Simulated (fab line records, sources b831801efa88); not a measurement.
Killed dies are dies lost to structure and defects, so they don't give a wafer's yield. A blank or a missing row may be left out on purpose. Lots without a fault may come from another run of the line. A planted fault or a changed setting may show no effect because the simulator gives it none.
Which tool did it? | flow sky130 | 13 lots, 39 wafers sampled, at 6 steps of a route of 708

WHAT THE GAUGES READ, wafer by wafer
SKY_POLY_GATE_OVL_MEAS_14. Usual: POLY_GATE_OVL 0 nm, standard deviation 4.9.
lot  | measured     | on         | POLY_GATE_OVL (nm) | flag
L630 | day 17 22:02 | overlay-02 | -4 -1 -3           |
L631 | day 18 02:32 | overlay-01 | -3 -4 1            |
L632 | day 18 04:08 | overlay-01 | 3 1 6              |
L634 | day 19 06:49 | overlay-02 | 0 2 -4             |
L635 | day 19 22:09 | overlay-02 | 5 -4 4             |
L636 | day 19 22:13 | overlay-02 | 3 1 0              |
L637 | day 20 04:54 | overlay-01 | 2 0 1              |
L638 | day 20 13:24 | overlay-01 | -4 -7 7            |
L639 | day 20 18:11 | overlay-01 | 10 10 6            |
L640 | day 21 04:11 | overlay-01 | 14 5 3             |
L641 | day 22 05:37 | overlay-02 | 7 9 0              |
L649 | day 24 17:29 | overlay-01 | 5 4 3              |
L650 | day 25 00:52 | overlay-01 | -2 -4 5            |

SKY_LDD_LDN_OVL_MEAS_07. Usual: LDD_LDN_OVL -0.5 nm, standard deviation 1.4.
lot  | measured     | on         | LDD_LDN_OVL (nm) | flag
L630 | day 24 10:15 | overlay-01 | 0.7 1.1 0.8      |
L631 | day 24 15:02 | overlay-01 | -0.1 1.3 0.7     |
L632 | day 24 16:17 | overlay-01 | -1.3 0.3 1.6     |
L634 | day 25 18:47 | overlay-01 | 0.0 -0.7 -0.3    |
L635 | day 26 07:43 | overlay-01 | -1.0 -1.1 -0.9   |
L636 | day 26 08:22 | overlay-01 | -2.3 -0.9 -2.1   |
L637 | day 26 14:16 | overlay-02 | 0.1 0.2 0.9      |
L638 | day 27 00:26 | overlay-02 | 0.6 0.3 0.1      |
L639 | day 27 02:53 | overlay-02 | - - -            | OFF
L640 | day 27 14:33 | overlay-02 | -1.5 -0.3 -0.2   |
L641 | day 28 14:01 | overlay-01 | 0.8 0.7 -0.4     |
L649 | day 30 21:25 | overlay-01 | -2.4 -1.8 -0.9   |
L650 | day 31 03:40 | overlay-02 | -1.3 -1.7 1.3    |

SKY_LDD_LDN_TW_MEAS_13. Usual: LDD_LDN_TW 1476, standard deviation 18.
lot  | measured     | on            | LDD_LDN_TW     | flag
L630 | day 24 10:59 | film_metro-03 | 1490 1496 1486 |
L631 | day 24 15:46 | film_metro-01 | 1461 1466 1465 |
L632 | day 24 17:01 | film_metro-03 | 1487 1492 1489 |
L634 | day 25 19:32 | film_metro-02 | 1485 1494 1481 |
L635 | day 26 08:27 | film_metro-01 | 1459 1458 1457 |
L636 | day 26 09:06 | film_metro-03 | 1483 1489 1487 |
L637 | day 26 15:01 | film_metro-03 | 1490 1482 1490 |
L638 | day 27 01:11 | film_metro-01 | 1444 1443 1441 |
L639 | day 27 03:37 | film_metro-01 | 29 29 29       | OFF
L640 | day 27 15:17 | film_metro-02 | 1495 1500 1494 |
L641 | day 28 14:45 | film_metro-01 | 1456 1459 1462 |
L649 | day 30 22:09 | film_metro-01 | 1447 1456 1451 |
L650 | day 31 04:25 | film_metro-02 | 1491 1488 1499 |

WHICH TOOL RAN EACH LOT (tool, then ch and the chambers of the sampled wafers, then the start)
lot  | SKY_LDD_HVN_STRIP_09                 | SKY_LDD_LDN_EXPOSE_04               | SKY_LDD_LDN_STRIP_12
L630 | plasma_asher-01 ch 0, day 21 22:03   | iline_stepper-02 ch 0, day 23 19:06 | plasma_asher-04 ch 0,1, day 24 10:53
L631 | plasma_asher-03 ch 0,1, day 22 02:55 | iline_stepper-02 ch 0, day 24 00:05 | plasma_asher-03 ch 0,1, day 24 15:40
L632 | plasma_asher-01 ch 0,1, day 22 03:36 | iline_stepper-01 ch 0, day 24 01:50 | plasma_asher-04 ch 0,1, day 24 16:55
L634 | plasma_asher-02 ch 0,1, day 23 06:19 | iline_stepper-01 ch 0, day 25 03:49 | plasma_asher-04 ch 0,1, day 25 19:25
L635 | plasma_asher-01 ch 0,1, day 23 19:56 | iline_stepper-02 ch 0, day 25 17:24 | plasma_asher-04 ch 0,1, day 26 08:22
L636 | plasma_asher-02 ch 0,1, day 23 20:00 | iline_stepper-01 ch 0, day 25 18:14 | plasma_asher-04 ch 0,1, day 26 09:00
L637 | plasma_asher-03 ch 0,1, day 24 02:58 | iline_stepper-02 ch 0, day 26 00:17 | plasma_asher-04 ch 0,1, day 26 14:54
L638 | plasma_asher-02 ch 0,1, day 24 13:22 | iline_stepper-02 ch 0, day 26 09:25 | plasma_asher-04 ch 0,1, day 27 01:04
L639 | plasma_asher-03 ch 0,1, day 24 14:55 | iline_stepper-02 ch 0, day 26 11:41 | plasma_asher-01 ch 0,1, day 27 03:31
L640 | plasma_asher-02 ch 0,1, day 25 03:17 | iline_stepper-02 ch 0, day 27 00:10 | plasma_asher-03 ch 0,1, day 27 15:11
L641 | plasma_asher-03 ch 0,1, day 26 02:54 | iline_stepper-02 ch 0, day 27 23:17 | plasma_asher-04 ch 0, day 28 14:39
L649 | plasma_asher-03 ch 0,1, day 28 14:07 | iline_stepper-01 ch 0, day 30 06:58 | plasma_asher-03 ch 0,1, day 30 22:03
L650 | plasma_asher-03 ch 0,1, day 28 19:40 | iline_stepper-01 ch 0, day 30 13:43 | plasma_asher-03 ch 0,1, day 31 04:19
- SKY_LDD_HVN_STRIP_09: strips in O2/N2.
- SKY_LDD_LDN_EXPOSE_04: exposes mask LDNTM, target cd 700 nm.
- SKY_LDD_LDN_STRIP_12: strips in O2/N2.

WHAT THE TOOLS THEMSELVES READ (means of the sampled wafers that have a number; where no wafer has one, the mark that the record gives instead)
SKY_LDD_HVN_STRIP_09. Usual: drypump_motor_current_A 6.0 A, standard deviation 0.52; oes_product_au 0.408 a.u., standard deviation 0.0047; strip_time_to_endpoint_s 4.136 s, standard deviation 0.014.
lot  | tool            | drypump_motor_current_A (A) | oes_product_au (a.u.) | strip_time_to_endpoint_s (s) | flag
L630 | plasma_asher-01 | 6.4                         | 0.409                 | 4.142                        |
L631 | plasma_asher-03 | 6.1                         | 0.409                 | 4.147                        |
L632 | plasma_asher-01 | 6.4                         | 0.410                 | 4.145                        |
L634 | plasma_asher-02 | 5.4                         | 0.409                 | 4.149                        |
L635 | plasma_asher-01 | 6.5                         | 0.407                 | 4.152                        |
L636 | plasma_asher-02 | 5.4                         | 0.407                 | 4.123                        |
L637 | plasma_asher-03 | 5.7                         | 0.412                 | 4.128                        |
L638 | plasma_asher-02 | 5.4                         | 0.409                 | 4.135                        |
L639 | plasma_asher-03 | 5.7                         | 0.409                 | 4.137                        |
L640 | plasma_asher-02 | 5.4                         | 0.407                 | 4.123                        |
L641 | plasma_asher-03 | 6.1                         | 0.405                 | 4.132                        |
L649 | plasma_asher-03 | 5.7                         | 0.411                 | 4.134                        |
L650 | plasma_asher-03 | 6.1                         | 0.409                 | 4.165                        |

SKY_LDD_LDN_STRIP_12. Usual: drypump_motor_current_A 5.9 A, standard deviation 0.45; oes_product_au 0.716 a.u., standard deviation 0.0048; strip_time_to_endpoint_s 14.19 s, standard deviation 0.046.
lot  | tool            | drypump_motor_current_A (A) | oes_product_au (a.u.) | strip_time_to_endpoint_s (s) | flag
L630 | plasma_asher-04 | 5.5                         | 0.717                 | 14.11                        |
L631 | plasma_asher-03 | 5.7                         | 0.714                 | 14.20                        |
L632 | plasma_asher-04 | 5.6                         | 0.721                 | 14.16                        |
L634 | plasma_asher-04 | 5.6                         | 0.710                 | 14.18                        |
L635 | plasma_asher-04 | 5.6                         | 0.714                 | 14.15                        |
L636 | plasma_asher-04 | 5.6                         | 0.712                 | 14.22                        |
L637 | plasma_asher-04 | 5.6                         | 0.714                 | 14.23                        |
L638 | plasma_asher-04 | 5.6                         | 0.718                 | 14.27                        |
L639 | plasma_asher-01 | 6.4                         | 0.713                 | 14.19                        |
L640 | plasma_asher-03 | 6.1                         | 0.720                 | 14.22                        |
L641 | plasma_asher-04 | 5.5                         | 0.715                 | 14.16                        |
L649 | plasma_asher-03 | 5.7                         | 0.716                 | 14.17                        |
L650 | plasma_asher-03 | 6.0                         | 0.717                 | 14.21                        |

THE ANSWER, worked out from the rows above alone
Rule: a lot is off if the mean of its wafers that have a number lies more than 3 standard deviations from the usual mean. A lot without any number at a reading at which 4 lots or more have one is off too. The other lots that the step has rows for count as sound. The gauges are gone through in route order, then the tools' own readings, and for those a lot's mean is taken as printed above. The first step at which some lot is off is used, and at that step the reading that is off furthest; a lot without a number counts as furthest.
Off: L639, at SKY_LDD_LDN_OVL_MEAS_07 (LDD_LDN_OVL). Without a number there: L639.
A tool fits if, at a process step before that reading, it ran every lot that is off, and no sound lot after the first of them. The gauges at SKY_LDD_LDN_OVL_MEAS_07 aren't tried: what is off there is off at SKY_LDD_LDN_TW_MEAS_13 too, on other tools, and a gauge's error can't cause that. None of those tried fits.

WHAT THE SIMULATOR HAD PUT IN
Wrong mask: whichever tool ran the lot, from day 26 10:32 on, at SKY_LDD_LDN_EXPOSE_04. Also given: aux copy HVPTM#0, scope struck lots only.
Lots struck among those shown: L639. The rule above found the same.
